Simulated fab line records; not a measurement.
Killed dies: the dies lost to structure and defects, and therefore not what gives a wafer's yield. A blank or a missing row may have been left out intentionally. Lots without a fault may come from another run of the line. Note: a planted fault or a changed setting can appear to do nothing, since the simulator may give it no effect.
Chamber matching + flow gf180mcu + 4 sister chambers for GF_V1_CMP_26 on cmp-01
The step polishes, stops on SiO2, t overpolish 15 s, target thk 0 nm. 4 wafers are shown with their chamber, then 8 later ones without.

EACH WAFER AND ITS CHAMBER
| wafer  | chamber | motor_current_A (A) |
|--------|---------|---------------------|
| L077.2 | 3       | 10.0                |
| L077.5 | 1       | 13.6                |
| L077.6 | 0       | 10.8                |
| L078.1 | 2       | 9.8                 |

WAFERS WITHOUT THEIR CHAMBER
| wafer  | motor_current_A (A) |
|--------|---------------------|
| L078.5 | 10.2                |
| L078.6 | 10.6                |
| L081.3 | 13.8                |
| L081.4 | 10.5                |
| L081.5 | 13.5                |
| L083.1 | 10.3                |
| L083.3 | 9.8                 |
| L083.4 | 13.7                |

EACH ONE'S CHAMBER
| wafer  | from the rows above          | in truth |
|--------|------------------------------|----------|
| L078.5 | can't be placed: 3 or 2      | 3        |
| L078.6 | can't be placed: 0 or 3      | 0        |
| L081.3 | 1                            | 1        |
| L081.4 | can't be placed: 0 or 3 or 2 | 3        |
| L081.5 | 1                            | 1        |
| L083.1 | can't be placed: 3 or 0 or 2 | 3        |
| L083.3 | can't be placed: 2 or 3      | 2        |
| L083.4 | 1                            | 1        |
3 of 8 placed correctly. These rows do not allow placing 5 (true chamber among the candidates in 5). Placed wrongly: 0.
How it was worked out, from the rows above alone: a wafer's distance from a chamber is the root of the sum, over the readings, of the square of ((its reading less the chamber's mean) divided by the reading's scatter). The wafer belongs to the nearest chamber; if the next one is less than 2 further off, it can't be placed. Each chamber's mean is taken over the wafers shown for it. The scatter (one wafer shown for each chamber): square how far every hidden wafer sits from the nearest shown wafer, average those squares and take the square root.
